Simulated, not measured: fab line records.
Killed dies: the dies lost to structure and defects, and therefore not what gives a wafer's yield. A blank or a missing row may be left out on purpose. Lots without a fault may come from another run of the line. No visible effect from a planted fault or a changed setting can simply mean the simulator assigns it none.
fab line records | flow sky130
[record] lots = 6 wafers = 18 lastDay = 50
route steps=708 shown RES_XHIGH@339 SD_N@342 SD_P@359 PAD_OPEN@708
lots that met no fault: from a run of the same line without faults
startH: start of the lot's first displayed wafer, in hours after the record's first day | waitH: hours from the lot's prior step to this one | " as in the row above | L1.1+2: a single row standing in for several wafers | - no value, or no start was given | * or withheld: withheld | < > ~ a bound
route shown NAME@n: NAME is a module with steps in the file, n the number in the route of the first one | usual: average and standard deviation across the fault-free wafers | same: alike in all rows | chamber/n: place in a boat | sites: readings site by site | _std_site: how widely they spread, as a standard deviation | _edge_site: outer sites' mean less inner sites' | radiusMm: how far each site lies from the wafer's centre | mask NAME#n: copy n | behind: the most recent tool/chamber to have shaped the wafer | hold: cause of the lot's hold/its duration in hours/its outcome | device: the transistor (n, p or np) that didn't switch | end of line: at the end of the route, the tests of the same wafers | for a step that has no rows: nothing shown but its recipe | killed: dies that structure and defects cost at the first sort, which is not the same as the wafer's yield | map: shows each die of a wafer: x if killed, . if not, _ if none is there
set.NAME: the run value of the setting; set.NAME@STEP: its run value at that earlier step | model.NAME: the simulator's own value behind a step, which no gauge read
certain route steps with their lots: each step a table, each wafer a row
services: a tool's chamber out of use, with start hour (startH, from the record's first day; less than 0 if before it), hours out, and reason
[[steps]]
[step SKY_RES_XHIGH_IMPLANT_07]
[recipe] species = BF2 energyKev = 20 doseCm2 = 3.6e+14 tiltDeg = 0
[step SKY_RES_XHIGH_STRIP_08]
[recipe] chemistry = O2/N2 powerW = 1400 pressureMtorr = 1500 platenTempC = withheld o2FlowSccm = 3000 n2FlowSccm = 300 overashFraction = 0.5
[usual] drypumpMotorCurrentA = 6.0/0.34 oesProductAu = 0.711/0.0044 stripTimeToEndpointS = 14.27/0.036
// columns lot.wafer tool chamber startH waitH drypumpMotorCurrentA oesProductAu rfHoursCounterH stripTimeToEndpointS
L183.1 plasmaAsher-03 0 602.69 0.1 6.3 0.712 80 14.24
L183.4 " 1 " " 5.6 0.702 - 14.20
L183.6 " 0 " " 6.3 0.712 - 14.28
L195.1 plasmaAsher-02 1 716.72 0.1 6.3 0.716 59 14.30
L195.3 " 0 " " 6.1 0.711 - 14.32
L195.6 " 1 " " 6.3 0.709 - 14.32
L202.3 plasmaAsher-03 1 765.72 0.1 5.6 0.708 - 14.18
L202.5 " 0 " " 6.3 0.707 - 14.25
L202.6 " 1 " " 5.6 0.713 - 14.27
L203.2 plasmaAsher-03 0 771.54 0.1 6.3 0.713 96 14.30
L203.4 " 1 " " 5.6 0.712 - 14.25
L203.6 " 1 " " 5.6 0.698 - 14.25
L204.3 plasmaAsher-03 1 776.41 0.1 5.6 0.711 - 14.28
L204.4 " 0 " " 6.3 0.710 - 14.29
L204.5 " 0 " " 6.3 0.709 - 14.29
L205.3 plasmaAsher-04 1 791.39 0.1 5.3 0.706 - 14.30
L205.4 " 0 " " 5.9 0.707 - 14.30
L205.6 " 0 " " 5.9 0.705 - 14.32
[step SKY_RES_XHIGH_TW_MEAS_09]
[usual] RES_XHIGH_TW = 1656/12
// columns lot.wafer tool chamber startH waitH RES_XHIGH_TW
L183.1 filmMetro-04 - 602.79 0.1 1672
L183.4 " - " " 1668
L183.6 " - " " 1666
L195.1 filmMetro-02 - 716.82 0.1 1637
L195.3 " - " " 1632
L195.6 " - " " 1640
L202.3 filmMetro-03 - 765.81 0.1 1655
L202.5 " - " " 1659
L202.6 " - " " 1659
L203.2 filmMetro-02 - 771.65 0.1 1635
L203.4 " - " " 1636
L203.6 " - " " 1645
L204.3 filmMetro-03 - 776.49 0.1 1654
L204.4 " - " " 1663
L204.5 " - " " 1654
L205.3 filmMetro-02 - 791.48 0.1 1640
L205.4 " - " " 1638
L205.6 " - " " 1644
[step SKY_SD_N_DEHYDRATE_00]
[recipe] tempC = 200 timeS = 60
[step SKY_SD_N_HMDS_01]
[recipe] primeTimeS = 60 primeTempC = 120
[step SKY_SD_N_COAT_02]
[recipe] resist = NOVOLAK spinRpm = 3000 resistThkNm = 1140
[step SKY_SD_N_SOFTBAKE_03]
[recipe] tempC = 90 timeS = 60 resist = NOVOLAK
[step SKY_SD_N_EXPOSE_04]
[recipe] maskId = NSDM na = 0.6 sourceShape = conventional sigmaOuter = 0.6 polarization = unpolarized targetCdNm = 380 doseMj = 142.2
[step SKY_SD_N_PEB_05]
[recipe] tempC = withheld timeS = * resist = NOVOLAK
[step SKY_SD_N_DEVELOP_06]
[recipe] resist = NOVOLAK developer = TMAH developTimeS = 60 devTempC = 23
[step SKY_SD_N_CD_MEAS_07]
[recipe] targetCdNm = 380
[usual] cdNm = 380.2/2.2
// columns lot.wafer tool chamber startH waitH cdNm
L183.1 cdSem-02 - 632.16 0.1 381.1
L183.4 " - " " 379.1
L183.6 " - " " 379.9
L195.1 cdSem-01 - 744.39 0.1 379.7
L195.3 " - " " 382.1
L195.6 " - " " 383.4
L202.3 cdSem-01 - 792.88 0.1 380.1
L202.5 " - " " 382.1
L202.6 " - " " 379.3
L203.2 cdSem-01 - 797.66 0.1 379.7
L203.4 " - " " 379.5
L203.6 " - " " 380.6
L204.3 cdSem-02 - 802.75 0.1 380.2
L204.4 " - " " 383.0
L204.5 " - " " 382.9
L205.3 cdSem-02 - 818.30 0.1 378.4
L205.4 " - " " 379.0
L205.6 " - " " 378.5
[step SKY_SD_N_OVL_MEAS_08]
[usual] SD_N_OVL = -0.8/1.1
// columns lot.wafer tool chamber startH waitH SD_N_OVL[nm]
L183.1 overlay-02 - 632.28 0.1 0.0
L183.4 " - " " 0.3
L183.6 " - " " -0.7
L195.1 overlay-02 - 744.51 0.1 -0.4
L195.3 " - " " -1.3
L195.6 " - " " -1.2
L202.3 overlay-02 - 792.97 0.1 1.7
L202.5 " - " " 0.6
L202.6 " - " " 0.7
L203.2 overlay-02 - 797.76 0.1 -0.5
L203.4 " - " " -0.1
L203.6 " - " " -0.5
L204.3 overlay-01 - 802.84 0.1 0.6
L204.4 " - " " -1.5
L204.5 " - " " -0.5
L205.3 overlay-01 - 818.39 0.1 -1.4
L205.4 " - " " -1.3
L205.6 " - " " -0.4
[step SKY_SD_N_IMPLANT_09]
[recipe] species = As energyKev = 50 doseCm2 = 4e+15 tiltDeg = 0
[usual] doseIonsCm2 = 4e+15/3.8e+12
// columns lot.wafer tool chamber startH waitH doseIonsCm2
L183.1 implanter-02 0 632.31 0.0 4e+15
L183.4 " 0 " " 3.997e+15
L183.6 " 0 " " 3.995e+15
L195.1 implanter-02 0 744.54 0.0 3.996e+15
L195.3 " 0 " " 4.002e+15
L195.6 " 0 " " 4.003e+15
L202.3 implanter-02 0 793.04 0.1 3.746e+15
L202.5 " 0 " " 3.742e+15
L202.6 " 0 " " 3.739e+15
L203.2 implanter-02 0 797.82 0.0 3.744e+15
L203.4 " 0 " " 3.741e+15
L203.6 " 0 " " 3.739e+15
L204.3 implanter-01 0 802.91 0.1 3.999e+15
L204.4 " 0 " " 4.007e+15
L204.5 " 0 " " 4.007e+15
L205.3 implanter-03 0 818.46 0.1 4.01e+15
L205.4 " 0 " " 4.004e+15
L205.6 " 0 " " 4e+15
[step SKY_SD_N_IMPLANT_10]
[recipe] species = P energyKev = 20 doseCm2 = 1e+14 tiltDeg = 0
[step SKY_SD_N_STRIP_11]
[recipe] chemistry = O2/N2 powerW = 1400 pressureMtorr = 1500 platenTempC = withheld o2FlowSccm = 3000 n2FlowSccm = 300 overashFraction = 0.5
[usual] drypumpMotorCurrentA = 6.0/0.33 oesProductAu = 0.527/0.0043 stripTimeToEndpointS = 22.54/0.039
// columns lot.wafer tool chamber startH waitH drypumpMotorCurrentA oesProductAu rfHoursCounterH stripTimeToEndpointS
L183.1 plasmaAsher-01 0 632.61 0.1 5.5 0.529 21 22.60
L183.4 " 0 " " 5.5 0.519 - 22.54
L183.6 " 0 " " 5.5 0.526 - 22.55
L195.1 plasmaAsher-02 1 744.84 0.1 6.3 0.514 62 22.55
L195.3 " 0 " " 6.1 0.530 - 22.58
L195.6 " 0 " " 6.1 0.526 - 22.51
L202.3 plasmaAsher-02 1 793.32 0.1 6.2 0.532 - 22.29
L202.5 " 0 " " 6.1 0.533 - 22.25
L202.6 " 1 " " 6.2 0.528 - 22.25
L203.2 plasmaAsher-03 1 798.09 0.1 5.6 0.533 99 22.34
L203.4 " 1 " " 5.6 0.524 - 22.26
L203.6 " 1 " " 5.6 0.532 - 22.25
L204.3 plasmaAsher-03 0 803.20 0.1 6.3 0.526 - 22.46
L204.4 " 1 " " 5.6 0.526 - 22.55
L204.5 " 0 " " 6.3 0.528 - 22.56
L205.3 plasmaAsher-03 0 818.75 0.1 6.3 0.520 - 22.58
L205.4 " 1 " " 5.6 0.534 - 22.52
L205.6 " 1 " " 5.6 0.527 - 22.63
[step SKY_SD_N_TW_MEAS_12]
[usual] SD_N_TW = 4028/31
// columns lot.wafer tool chamber startH waitH SD_N_TW
L183.1 filmMetro-03 - 632.71 0.1 4047
L183.4 " - " " 4055
L183.6 " - " " 4024
L195.1 filmMetro-04 - 744.94 0.1 4065
L195.3 " - " " 4066
L195.6 " - " " 4059
L202.3 filmMetro-03 - 793.41 0.1 4003
L202.5 " - " " 4012
L202.6 " - " " 4014
L203.2 filmMetro-03 - 798.20 0.1 4032
L203.4 " - " " 4038
L203.6 " - " " 4032
L204.3 filmMetro-03 - 803.28 0.1 4056
L204.4 " - " " 4006
L204.5 " - " " 4033
L205.3 filmMetro-03 - 818.83 0.1 4056
L205.4 " - " " 4062
L205.6 " - " " 4058
[step SKY_SD_N_CLEAN_13]
[recipe] chemistry = SC1/SC2 mix = 1:4:20 tempC = 70 timeS = 150 dry = n2Spin
[step SKY_SD_N_RTA_14]
[recipe] tempC = 1075 timeS = 2 idleTempC = 650 rampUpCPerS = 150 rampDownCPerS = 90 ambient = N2
[usual] lampPowerPct = 15.73/0.051 rampUpCPerS = 150.00/0.025 wafer_temp_C_max = 1078.0/1.3
// columns lot.wafer tool chamber startH waitH lampPowerPct rampUpCPerS wafer_temp_C_max
L183.1 rtpAnneal-02 0 632.82 0.0 15.72 150.03 1077.2
L183.4 " 0 " " 15.71 150.05 1076.1
L183.6 " 0 " " 15.69 150.08 1077.9
L195.1 rtpAnneal-02 0 745.05 0.0 15.75 150.01 1076.6
L195.3 " 0 " " 15.73 149.98 1078.1
L195.6 " 0 " " 15.71 150.01 1080.1
L202.3 rtpAnneal-02 0 793.52 0.0 15.78 150.00 1076.8
L202.5 " 0 " " 15.75 149.99 1078.1
L202.6 " 0 " " 15.72 150.02 1079.1
L203.2 rtpAnneal-01 0 798.31 0.0 15.79 150.03 1078.5
L203.4 " 0 " " 15.68 150.01 1076.1
L203.6 " 0 " " 15.74 149.98 1078.4
L204.3 rtpAnneal-02 0 803.39 0.0 15.69 149.99 1078.4
L204.4 " 0 " " 15.80 149.97 1076.2
L204.5 " 0 " " 15.69 150.02 1076.9
L205.3 rtpAnneal-01 0 818.95 0.0 15.75 149.98 1077.7
L205.4 " 0 " " 15.69 149.98 1078.7
L205.6 " 0 " " 15.68 149.96 1077.7
[step SKY_SD_N_RS_MEAS_16]
[recipe] thkMeasGauge = four-point-probe
[usual] SD_N_RS = 68.50/0.11
// columns lot.wafer tool chamber startH waitH SD_N_RS[ohm/sq]
L183.1 filmMetro-03 - 633.00 0.1 68.33
L183.4 " - " " 68.40
L183.6 " - " " 68.61
L195.1 filmMetro-02 - 745.22 0.1 68.56
L195.3 " - " " 68.50
L195.6 " - " " 68.38
L202.3 filmMetro-04 - 793.72 0.1 69.12
L202.5 " - " " 69.15
L202.6 " - " " 69.20
L203.2 filmMetro-04 - 798.50 0.1 69.01
L203.4 " - " " 69.15
L203.6 " - " " 69.22
L204.3 filmMetro-04 - 803.59 0.1 68.48
L204.4 " - " " 68.40
L204.5 " - " " 68.48
L205.3 filmMetro-02 - 819.14 0.1 68.54
L205.4 " - " " 68.50
L205.6 " - " " 68.47
[step SKY_SD_N_RS_MEAS_17]
[recipe] thkMeasGauge = four-point-probe
[usual] SD_P_RS = 147.0/0.35
// columns lot.wafer tool chamber startH waitH SD_P_RS[ohm/sq]
L183.1 filmMetro-03 - 633.12 0.1 146.5
L183.4 " - " " 146.9
L183.6 " - " " 146.8
L195.1 filmMetro-02 - 745.34 0.1 146.9
L195.3 " - " " 146.6
L195.6 " - " " 146.8
L202.3 filmMetro-04 - 793.84 0.1 147.2
L202.5 " - " " 147.3
L202.6 " - " " 147.1
L203.2 filmMetro-04 - 798.62 0.1 147.6
L203.4 " - " " 147.0
L203.6 " - " " 147.5
L204.3 filmMetro-04 - 803.71 0.1 146.8
L204.4 " - " " 146.5
L204.5 " - " " 146.9
L205.3 filmMetro-02 - 819.26 0.1 147.0
L205.4 " - " " 147.0
L205.6 " - " " 147.3
[step SKY_PAD_OPEN_PROBE_99]
[usual] killed_at_M0_to_M3 = 43/6.4 killed_at_M4_up = 3.2/1.8 killedAtContacts = 25/5.8 killedAtFrontEnd = 16/4.1 killedAtOther = 0.2/0.47 killedDies = 88/9.9 killedOpen = 47/7.3 killedShort = 40/7.1
[same] grossDies = 492 killedAtBackSide = 0
// columns lot.wafer tool chamber startH waitH killed_at_M0_to_M3 killed_at_M4_up killedAtContacts killedAtFrontEnd killedAtOther killedDies killedOpen killedShort
L183.1 prober-01 - 1067.76 0.1 39 3 28 9 0 79 44 35
L183.4 prober-01 - 1067.91 0.2 39 2 20 13 0 74 38 36
L183.6 prober-01 - 1068.01 0.2 44 2 25 15 1 87 43 44
L195.1 prober-01 - 1139.56 0.1 38 1 16 19 0 74 40 34
L195.3 prober-01 - 1139.66 0.2 55 2 15 16 0 88 46 42
L195.6 prober-01 - 1139.81 0.2 47 2 14 19 0 82 46 36
L202.3 prober-02 - 1181.70 0.2 33 5 20 19 0 77 39 38
L202.5 prober-02 - 1181.80 0.2 45 9 19 14 0 87 36 51
L202.6 prober-02 - 1181.85 0.2 53 0 18 15 1 87 58 29
L205.3 prober-01 - 1191.32 0.2 39 3 26 10 0 78 45 33
L205.4 prober-01 - 1191.37 0.2 44 4 31 10 0 89 59 30
L205.6 prober-01 - 1191.47 0.2 47 4 31 16 0 98 53 45
// killed by level:class
L183.1 CONTACT:geometricParticle:open=13 VIA1:geometricParticle:open=7 LI_CONTACT:geometricParticle:open=6 METAL1:geometricParticle:short=6 VIA2:geometricParticle:open=6 FIELD_ISO:geometricParticle:short=4 CONTACT:geometricParticle:short=4 VIA1:geometricParticle:short=4
L183.4 LI_CONTACT:geometricParticle:open=7 VIA1:geometricParticle:open=7 METAL2:geometricParticle:short=6 CONTACT:geometricParticle:open=5 METAL1:geometricParticle:short=5 VIA2:geometricParticle:open=5 VIA1:geometricParticle:short=4 CONTACT:geometricParticle:short=4
L183.6 VIA1:geometricParticle:open=9 CONTACT:geometricParticle:open=8 LOCAL_INTERCONNECT:geometricParticle:short=7 VIA2:geometricParticle:open=7 CONTACT:geometricParticle:short=5 VIA3:geometricParticle:open=5 FIELD_ISO:geometricParticle:short=4 POLY_GATE:geometricParticle:short=4
L195.1 VIA1:geometricParticle:open=10 FIELD_ISO:geometricParticle:open=6 CONTACT:geometricParticle:open=6 FIELD_ISO:geometricParticle:short=5 METAL2:geometricParticle:short=5 CONTACT:geometricParticle:short=5 VIA1:geometricParticle:short=5 VIA3:geometricParticle:open=5
L195.3 VIA1:geometricParticle:open=11 METAL1:geometricParticle:short=8 VIA3:geometricParticle:open=7 VIA1:geometricParticle:short=5 POLY_GATE:geometricParticle:open=5 METAL3:geometricParticle:short=5 CONTACT:geometricParticle:open=5 METAL2:geometricParticle:short=5
L195.6 VIA1:geometricParticle:open=12 VIA3:geometricParticle:open=9 POLY_GATE:geometricParticle:open=6 CONTACT:geometricParticle:open=6 METAL1:geometricParticle:short=5 LOCAL_INTERCONNECT:geometricParticle:short=4 VIA1:geometricParticle:short=4 VIA2:geometricParticle:open=4
L202.3 VIA1:geometricParticle:open=11 FIELD_ISO:geometricParticle:short=7 METAL4:geometricParticle:short=5 LOCAL_INTERCONNECT:geometricParticle:short=5 CONTACT:geometricParticle:open=5 CONTACT:geometricParticle:short=5 VIA3:geometricParticle:open=5 POLY_GATE:geometricParticle:short=4
L202.5 CONTACT:geometricParticle:open=11 METAL1:geometricParticle:short=8 METAL2:geometricParticle:short=8 METAL3:geometricParticle:short=7 FIELD_ISO:geometricParticle:short=6 VIA1:geometricParticle:open=6 VIA2:geometricParticle:short=6 METAL4:geometricParticle:short=5
L202.6 VIA1:geometricParticle:open=16 CONTACT:geometricParticle:open=10 VIA3:geometricParticle:open=9 FIELD_ISO:geometricParticle:open=7 VIA2:geometricParticle:open=7 METAL1:geometricParticle:short=5 VIA1:geometricParticle:short=4 METAL2:geometricParticle:short=4
L205.3 LI_CONTACT:geometricParticle:open=11 CONTACT:geometricParticle:open=9 METAL1:geometricParticle:short=6 METAL2:geometricParticle:short=6 VIA3:geometricParticle:open=6 VIA1:geometricParticle:open=5 VIA2:geometricParticle:open=5 VIA1:geometricParticle:short=4
L205.4 CONTACT:geometricParticle:open=15 VIA2:geometricParticle:open=12 LI_CONTACT:geometricParticle:open=8 VIA3:geometricParticle:open=7 VIA1:geometricParticle:open=6 LOCAL_INTERCONNECT:geometricParticle:short=4 METAL1:geometricParticle:short=4 METAL2:geometricParticle:short=4
L205.6 VIA2:geometricParticle:open=12 LOCAL_INTERCONNECT:geometricParticle:short=9 CONTACT:geometricParticle:open=9 LI_CONTACT:geometricParticle:open=7 VIA1:geometricParticle:open=7 VIA1:geometricParticle:short=6 METAL3:geometricParticle:short=6 VIA3:geometricParticle:open=5
[[services]]
// columns tool chamber startH hours kind
implanter-03 - 591.42 2.3 repair
implanter-02 - 596.53 0.5 repair
implanter-02 - 611.19 4.9 pm
plasmaAsher-04 - 619.48 2.8 pm
implanter-01 - 619.66 4.2 pm
implanter-01 - 645.82 2.8 pm
implanter-02 - 657.51 1.5 repair
implanter-03 - 660.38 0.5 repair
implanter-03 - 677.86 4.6 repair
implanter-03 - 680.72 6.2 repair
plasmaAsher-03 - 695.32 1.9 repair
implanter-02 - 717.05 1.5 repair
implanter-03 - 725.66 4.6 repair
plasmaAsher-04 - 733.75 9.0 pm
plasmaAsher-04 0 733.75 9.0 ventCycle
plasmaAsher-04 1 733.75 9.0 ventCycle
plasmaAsher-04 0 742.75 - clean
plasmaAsher-04 1 742.75 - clean
rtpAnneal-01 - 744.15 6.4 pm
implanter-01 - 755.77 1.8 repair
plasmaAsher-02 - 772.06 7.3 pm
plasmaAsher-03 - 791.60 4.0 repair
implanter-03 - 794.12 22.4 pm
plasmaAsher-04 - 817.53 14.6 pm
[[key]]
[firstSign] step = SKY_SD_N_IMPLANT_09 reading = doseIonsCm2 direction = down sigmas = 68 usual = * struck = *
[effect] step = SKY_SD_N_STRIP_11 reading = stripTimeToEndpointS direction = down sigmas = 6.8 usual = * struck = *
[effect] step = SKY_SD_N_RS_MEAS_16 reading = SD_N_RS direction = up sigmas = 5.9 usual = 68.50 struck = 69.14
metAt SKY_SD_N_IMPLANT_09
struckWafers L202.3,L202.5,L202.6,L203.2,L203.4,L203.6
testerLeftOut L202,L203
onsetBetween 744.54 793.04
[fault] kind = processParameterDrift tool = implanter-02 chamber = - onsetH = 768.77 steps = SKY_SD_N_IMPLANT_09 channel = doseCm2 offset = * shape = step endH = 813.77 actsIn = * stated = *
// testerLeftOut: of these lots the tester's yield and bins aren't shown, on N5 and GAA mostly nor the transistor test; their killed dies are dies lost to structure and defects alone, not to doping, threshold or leakage, so they don't give the yield
